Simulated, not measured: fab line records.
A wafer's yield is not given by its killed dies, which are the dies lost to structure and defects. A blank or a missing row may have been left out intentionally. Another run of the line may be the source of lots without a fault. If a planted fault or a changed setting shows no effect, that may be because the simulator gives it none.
What tool caused it?	flow sky130	32 wafers from 11 lots sampled at 2 of the route's 708 steps

== WHAT EACH GAUGE READ, for each wafer ==
SKY_CONTACT_RS_MEAS_25: measurement is done with a four-point probe.
lot	measured	on	CONTACT_W_RS (ohm/sq)
L442	day 32 09:25	film_metro-01	0.339 0.337 0.338
L444	day 32 17:49	film_metro-02	0.340 0.344 0.336
L445	day 33 04:30	film_metro-01	0.334 0.334 0.335
L446	day 33 12:32	film_metro-04	0.334 0.336 0.333
L447	day 33 14:52	film_metro-01	0.336 0.335 0.337
L454	day 36 00:37	film_metro-04	0.340 0.339 0.332
L455	day 36 11:18	film_metro-04	0.336 0.337 0.339
L458	day 36 23:03	film_metro-04	0.341 0.339 0.334
L461	day 38 07:13	film_metro-02	0.335 0.332 0.333
L463	day 38 15:54	film_metro-01	0.337 0.336 0.337
L465	day 38 21:11	film_metro-01	0.336 0.337

SKY_CONTACT_THK_MEAS_26: measures by xrf.
lot	measured	on	CONTACT_W_THK (nm)
L442	day 32 09:32	film_metro-01	326 328 328
L444	day 32 17:56	film_metro-02	329 325 331
L445	day 33 04:36	film_metro-01	332 334 332
L446	day 33 12:38	film_metro-04	335 333 339
L447	day 33 14:59	film_metro-01	329 330 331
L454	day 36 00:43	film_metro-04	329 333 337
L455	day 36 11:25	film_metro-04	333 332 331
L458	day 36 23:10	film_metro-04	330 330 335
L461	day 38 07:20	film_metro-02	333 334 333
L463	day 38 16:01	film_metro-01	327 328 326
L465	day 38 21:17	film_metro-01	328 326

== WHAT TOOL EACH LOT RAN ON (gives the tool, then ch and the chambers of the sampled wafers, and finally the start) ==
The record shows no process step preceding these readings.

== AS READ BY THE TOOLS THEMSELVES (means over the sampled wafers that have a number; for cases with no such wafer, the mark the record gives instead) ==
The record holds no such reading with a usual standard deviation.

== THE ANSWER, worked out from the rows above alone ==
Rule: the usual values come from the lots themselves. The widest of any qualifying gaps counts: lots, ordered by their means at a reading, are off when they make up no more than a third of the lots, leave a main group of 4 or more, and stand apart from it by 3 or more times the standard deviation of that group's means. If all means in a main group match to the digits the tables above print for the reading, that group is not used. Also off: a lot with no number at a reading for which 4 or more lots have one. All remaining lots with rows at the step are treated as sound. The gauges are gone through in route order, then the tools' own readings, and for those a lot's mean is taken as printed above. The first step at which some lot is off is used, and at that step the reading that is off furthest; a lot without a number counts as furthest.
No lot is off on any of the readings shown, so nothing can be concluded from this.

== WHAT THE SIMULATOR HAD PUT IN ==
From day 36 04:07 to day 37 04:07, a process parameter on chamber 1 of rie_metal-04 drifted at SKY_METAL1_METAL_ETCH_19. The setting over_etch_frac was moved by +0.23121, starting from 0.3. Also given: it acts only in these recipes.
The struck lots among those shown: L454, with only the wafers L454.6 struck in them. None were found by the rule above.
